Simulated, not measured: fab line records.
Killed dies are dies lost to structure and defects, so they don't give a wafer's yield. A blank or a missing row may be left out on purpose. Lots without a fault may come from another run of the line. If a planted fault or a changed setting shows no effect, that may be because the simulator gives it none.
Matching of chambers + flow gf180mcu + 4 sister chambers for GF_V2_ETCH_16 on rieDiel-02
The step etches BARC in N2/H2. 4 wafers are shown with their chamber, then 11 later ones without.

== WAFERS, EACH WITH ITS CHAMBER ==
| wafer  | chamber | drypumpMotorCurrentA (A) |
|--------|---------|--------------------------|
| L081.3 | 1       | 4.8                      |
| L090.3 | 2       | 5.7                      |
| L090.5 | 3       | 5.1                      |
| L095.1 | 0       | 5.8                      |

== WAFERS WHOSE CHAMBER IS MISSING ==
| wafer  | drypumpMotorCurrentA (A) |
|--------|--------------------------|
| L095.2 | 5.7                      |
| L095.3 | 4.9                      |
| L095.4 | 5.1                      |
| L095.5 | 5.7                      |
| L095.6 | 4.9                      |
| L097.1 | 5.7                      |
| L097.2 | 5.7                      |
| L097.3 | 5.1                      |
| L097.4 | 4.9                      |
| L097.5 | 4.9                      |
| L097.6 | 5.7                      |

== WHICH CHAMBER EACH WENT THROUGH ==
| wafer  | from the rows above     | in truth |
|--------|-------------------------|----------|
| L095.2 | can't be placed: 2 or 0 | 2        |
| L095.3 | can't be placed: 1 or 3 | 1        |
| L095.4 | 3                       | 3        |
| L095.5 | can't be placed: 2 or 0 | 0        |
| L095.6 | can't be placed: 1 or 3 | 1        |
| L097.1 | can't be placed: 2 or 0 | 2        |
| L097.2 | can't be placed: 2 or 0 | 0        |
| L097.3 | 3                       | 3        |
| L097.4 | can't be placed: 1 or 3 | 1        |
| L097.5 | can't be placed: 1 or 3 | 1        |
| L097.6 | can't be placed: 2 or 0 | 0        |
2 of 11 placed correctly. Cannot be placed on the basis of these rows: 9; the candidates contain the true chamber in 9. Placed wrongly: 0.
How it was worked out, from the rows above alone: a wafer's distance from a chamber is the root of the sum, over the readings, of the square of ((its reading less the chamber's mean) divided by the reading's scatter). If the next closest chamber is less than 2 further off than the closest, the wafer can't be placed; otherwise it belongs to the closest. Each chamber's mean is taken over the wafers shown for it. The scatter: with one shown wafer a chamber, the root of the mean of the squares of how far each hidden wafer lies from its nearest shown one.
